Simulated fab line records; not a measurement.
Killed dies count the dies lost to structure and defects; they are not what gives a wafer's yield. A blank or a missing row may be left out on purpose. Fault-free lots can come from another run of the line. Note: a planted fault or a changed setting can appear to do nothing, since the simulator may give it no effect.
Chamber matching ; flow sky130 ; SKY_FIELD_ISO_CMP_27 on cmp-02 has 4 sister chambers
The step polishes, stops on Si3N4, t overpolish 16 s, target thk 457.8 nm. 16 wafers are shown with their chamber, then 8 later ones without.

## WAFERS WITH THEIR CHAMBER
wafer;chamber;motor current A (A);overpolish run s (s);time to endpoint s (s)
L674.2;1;11.1;16.000;108
L674.3;3;12.3;15.998;111
L674.4;0;11.6;16.000;120
L677.1;0;11.3;16.000;111
L677.4;2;10.0;15.987;116
L677.6;0;12.0;15.994;109
L678.3;1;10.8;15.982;112
L678.5;0;12.1;16.006;115
L678.6;3;12.6;16.005;114
L683.1;3;12.1;16.009;111
L683.3;0;12.3;15.993;113
L683.5;3;12.4;15.998;115
L684.1;3;12.5;15.996;114
L684.3;1;10.7;16.003;112
L684.5;0;11.8;15.999;114
L686.1;1;11.0;16.005;115

SIGNATURES (means of the wafers above)
reading;chamber 0;chamber 1;chamber 2;chamber 3;scatter within a chamber
motor current A;11.850;10.900;10.000;12.380;0.274
overpolish run s;15.99867;15.99750;15.98700;16.00120;0.00687
time to endpoint s;113.67;111.75;116.00;113.00;3.03
Rule: a wafer lies at a distance from a chamber equal to the root of the sum of squares, over the readings, of (its reading less the chamber's mean, divided by the reading's scatter). The wafer belongs to the nearest chamber; if the next one is less than 2 further off, it can't be placed. How the scatter is found: for the shown wafers, subtract from each reading the mean of its chamber, square and add these, divide the total by (wafers less chambers), then take the root.

## WAFERS WHOSE CHAMBER IS MISSING
wafer;motor current A (A);overpolish run s (s);time to endpoint s (s)
L686.4;12.9;16.008;114
L686.6;12.6;15.995;111
L688.1;12.1;16.028;111
L688.2;11.8;15.982;114
L688.3;10.1;15.997;114
L692.4;12.5;16.007;114
L692.5;12.5;15.979;117
L692.6;9.4;15.997;115

## THE CHAMBER EACH PASSED THROUGH
wafer;from the rows above;in truth
L686.4;can't be placed: 3 or 0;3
L686.6;can't be placed: 3 or 0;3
L688.1;can't be placed: 3 or 0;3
L688.2;can't be placed: 0 or 3 or 1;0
L688.3;can't be placed: 2 or 1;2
L692.4;can't be placed: 3 or 0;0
L692.5;can't be placed: 3 or 0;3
L692.6;2;2
1 of 8 placed correctly. Not placeable from these rows: 7 (in 7, the candidates include the true chamber). Placed wrongly: 0.
